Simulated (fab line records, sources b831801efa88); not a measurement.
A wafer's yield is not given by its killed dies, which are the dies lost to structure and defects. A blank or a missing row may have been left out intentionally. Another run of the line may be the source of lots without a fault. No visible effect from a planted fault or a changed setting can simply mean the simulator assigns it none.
Which of the tools did it?	flow gf180mcu	11 lots, 33 wafers sampled, at 2 steps of a route of 602

WHAT THE GAUGES SHOWED, per wafer
GF_STI_THK_MEAS_24.
lot	measured	on	STI_CVD_23_THK (nm)
L817	day 2 03:54	film_metro-03	649 650 649
L820	day 2 19:01	film_metro-03	644 646 641
L823	day 3 10:51	film_metro-01	650 652 648
L824	day 3 15:52	film_metro-03	643 639 649
L826	day 4 02:14	film_metro-01	653 658 659
L827	day 4 08:03	film_metro-01	643 652 653
L830	day 4 22:11	film_metro-01	657 651 654
L831	day 5 03:08	film_metro-01	659 656 652
L835	day 6 05:34	film_metro-01	459 458 454 460 458 455
L836	day 6 12:29	film_metro-03	453 450 462 452 450 462
L839	day 7 03:04	film_metro-04	652 649 648

TOOL THAT RAN EACH LOT (tool first, then ch and the chambers of the sampled wafers, then the start)
lot	GF_STI_CVD_23
L817	hdpcvd-01 ch 0,1,2, day 2 03:49
L820	hdpcvd-01 ch 0,2, day 2 18:55
L823	hdpcvd-01 ch 0,1, day 3 10:46
L824	hdpcvd-02 ch 0,1, day 3 15:46
L826	hdpcvd-02 ch 0,2, day 4 02:09
L827	hdpcvd-01 ch 0,1,2, day 4 07:56
L830	hdpcvd-01 ch 0,2, day 4 22:07
L831	hdpcvd-02 ch 1,2, day 5 03:03
L835	hdpcvd-01 ch 0,1, day 6 05:29
L836	hdpcvd-01 ch 0,1,2, day 6 12:25
L839	hdpcvd-02 ch 0,2, day 7 02:59
- GF_STI_CVD_23: deposits SiO2, target thk 650 nm, time 108.3 s.

AS READ BY THE TOOLS THEMSELVES (means over the sampled wafers that have a number; for cases with no such wafer, the mark the record gives instead)
GF_STI_CVD_23.
lot	tool	sih4_flow_sccm (sccm)
L817	hdpcvd-01	60.08
L820	hdpcvd-01	59.87
L823	hdpcvd-01	59.87
L824	hdpcvd-02	60.15
L826	hdpcvd-02	60.19
L827	hdpcvd-01	59.86
L830	hdpcvd-01	59.99
L831	hdpcvd-02	60.17
L835	hdpcvd-01	60.15
L836	hdpcvd-01	60.03
L839	hdpcvd-02	60.10

THE ANSWER, worked out from the rows above alone
Rule: usual is defined by the lots themselves. The widest of any qualifying gaps counts: lots, ordered by their means at a reading, are off when they make up no more than a third of the lots, leave a main group of 4 or more, and stand apart from it by 3 or more times the standard deviation of that group's means. Not used: any main group whose means are identical at the precision the tables above print for the reading. Also off: a lot with no number at a reading for which 4 or more lots have one. The other lots that the step has rows for count as sound. The gauges are gone through in route order, then the tools' own readings, and for those a lot's mean is taken as printed above. The first step at which some lot is off is used, and at that step the reading that is off furthest; a lot without a number counts as furthest.
Off: L835, L836, at GF_STI_THK_MEAS_24 (STI_CVD_23_THK). Mean 650 nm and standard deviation 4.4 in the main group.
A tool fits if, at a process step before that reading, it ran every lot that is off, and no sound lot after the first of them. Gauges at GF_STI_THK_MEAS_24: tried the same way as those tools. One fits: GF_STI_CVD_23 on hdpcvd-01. Its last sound lot is L830 (day 4 22:07), its first lot that is off L835 (day 6 05:29): a fault that began between those two fits.

WHAT WAS PUT IN BY THE SIMULATOR
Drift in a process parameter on hdpcvd-01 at GF_STI_CVD_23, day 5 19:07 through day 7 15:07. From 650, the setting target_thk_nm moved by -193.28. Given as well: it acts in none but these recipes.
Struck lots among those shown: L835, L836. Same finding as the rule above.
